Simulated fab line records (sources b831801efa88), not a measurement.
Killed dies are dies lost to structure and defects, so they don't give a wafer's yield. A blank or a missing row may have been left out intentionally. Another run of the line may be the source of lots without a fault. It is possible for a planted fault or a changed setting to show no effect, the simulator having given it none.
Struck lot and sound lot, side by side ; flow gf180mcu ; 18 out of 602 route steps
Sound: wafers L696.2, L696.3, L696.5. Struck: wafer L698.5 (left out: L698.3, L698.6 of the same lot, which were not struck); the cause appears at the end.
For every step that has rows: the tool of each side, followed by ch and its chambers, followed by its first start. Under that, the readings that differ: sound wafers ; struck wafers ; difference of the means ; sigmas: that difference in standard deviations of wafers without a fault.
alike: readings with means less than 2 such deviations apart, plus words and numbers identical on both sides. not compared: withheld readings, readings lacking a value on some wafer, bounds such as >300 that could conceal the same value, and numbers that have no deviation in the record and whose values overlap.
The two part at a step that has a row with sigmas, a row that says differs or no value, or rows on one side only. Non-overlapping numbers with no deviation appear without sigmas and do not part them. A reading that every wafer of one side lacks parts them only if that side has two wafers or more.

first, 3 steps without rows for these wafers: GF_V1_EXPOSE_11 (exposes mask Via1, target cd 260 nm); GF_V1_PEB_12 (peb time 90 s); GF_V1_DEVELOP_13 (develop time 60 s).
GF_V1_CD_MEAS_14 targets a cd of 260 nm.
  sound: cd_sem-02 at day 21 05:12; struck: cd_sem-01 at day 21 20:33
  alike: cd_nm
GF_V1_OVL_MEAS_15:
  sound: overlay-02 at day 21 05:18; struck: overlay-02 at day 21 20:38
  alike: V1_OVL
GF_V1_ETCH_16: etches BARC in N2/H2.
  sound on rie_diel-03 ch 1,3, day 21 05:20; struck on rie_diel-01 ch 1, day 21 20:40
  alike: drypump_motor_current_A, oes_product_au, throttle_valve_pct
GF_V1_ETCH_17: etches SiO2 in C4F8/O2/Ar, stops on TiN, target depth 630 nm.
  sound on rie_diel-03 ch 1,3; struck on rie_diel-01 ch 1
  alike: oes_product_au
GF_V1_STRIP_18: strips in O2/N2.
  sound on plasma_asher-03 ch 0,1, day 21 05:28; struck on plasma_asher-03 ch 1, day 21 20:49
  alike: drypump_motor_current_A, heater_power_w, oes_product_au
  not compared: rf_hours_counter_h
then, 3 steps without rows for these wafers: GF_V1_STRIP_19 (strips in post etch residue remover, time 1200 s); GF_V1_CLEAN_20 (cleans in DIW); GF_V1_SPUTTER_21 (material Ti, target thk 15 nm, time 80.02 s).
GF_V1_SPUTTER_22: material TiN, target thk 10 nm, time 40 s.
  sound: pvd_sputter-01 at day 21 06:05; struck: pvd_sputter-04 at day 21 21:25
  alike: throttle_valve_pct
GF_V1_CVD_23: deposits W, target thk 350 nm, time 105.05 s.
  sound on cvd_w-01 ch 1, day 21 06:10; struck on cvd_w-02 ch 1, day 21 21:29
reading;sound;struck;difference;sigmas
chamber_pressure_Torr (Torr);39.98 39.86 39.78;46.54;+6.67;+79
model.W_of_V1_CVD_23.thk_nm (nm);350.1 348.6 350.4;369.1;+19.4;
  alike: heater_power_w
GF_V1_RS_MEAS_24: a four-point-probe measurement.
  sound: film_metro-02 at day 21 06:22; struck: film_metro-04 at day 21 21:37
reading;sound;struck;difference;sigmas
V1_W_RS (ohm/sq);0.327 0.328 0.327;0.309;-0.018;-6
GF_V1_THK_MEAS_25: measures by xrf.
  sound: film_metro-02 at day 21 06:29; struck: film_metro-04 at day 21 21:43
reading;sound;struck;difference;sigmas
V1_W_THK (nm);342 340 342;373;+32;+7
GF_V1_CMP_26: polishes, stops on SiO2, t overpolish 15 s, target thk 0 nm.
  sound on cmp-02 ch 0,3, day 21 06:32; struck on cmp-01 ch 0, day 21 21:51
reading;sound;struck;difference;sigmas
time_to_endpoint_s (s);90 87 86;95;+7;+2
  alike: motor_current_A, platen_rpm
GF_M2_SPUTTER_00: material Ti, target thk 37.5 nm, time 150 s.
  sound: pvd_sputter-02 at day 21 06:50; struck: pvd_sputter-04 at day 21 22:03
  alike: throttle_valve_pct
then, 1 step without rows for these wafers: GF_PASSIVATION_PROBE_99.

== WHERE THEY PART ==
Earliest at GF_V1_CVD_23; latest, in this record, at GF_V1_CMP_26. Later steps at which nothing parts them and some readings are alike: GF_M2_SPUTTER_00.

WHY: the cause the simulator had injected
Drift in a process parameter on cvd_w-02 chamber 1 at GF_V1_CVD_23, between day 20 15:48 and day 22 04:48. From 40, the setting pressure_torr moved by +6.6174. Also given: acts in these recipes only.
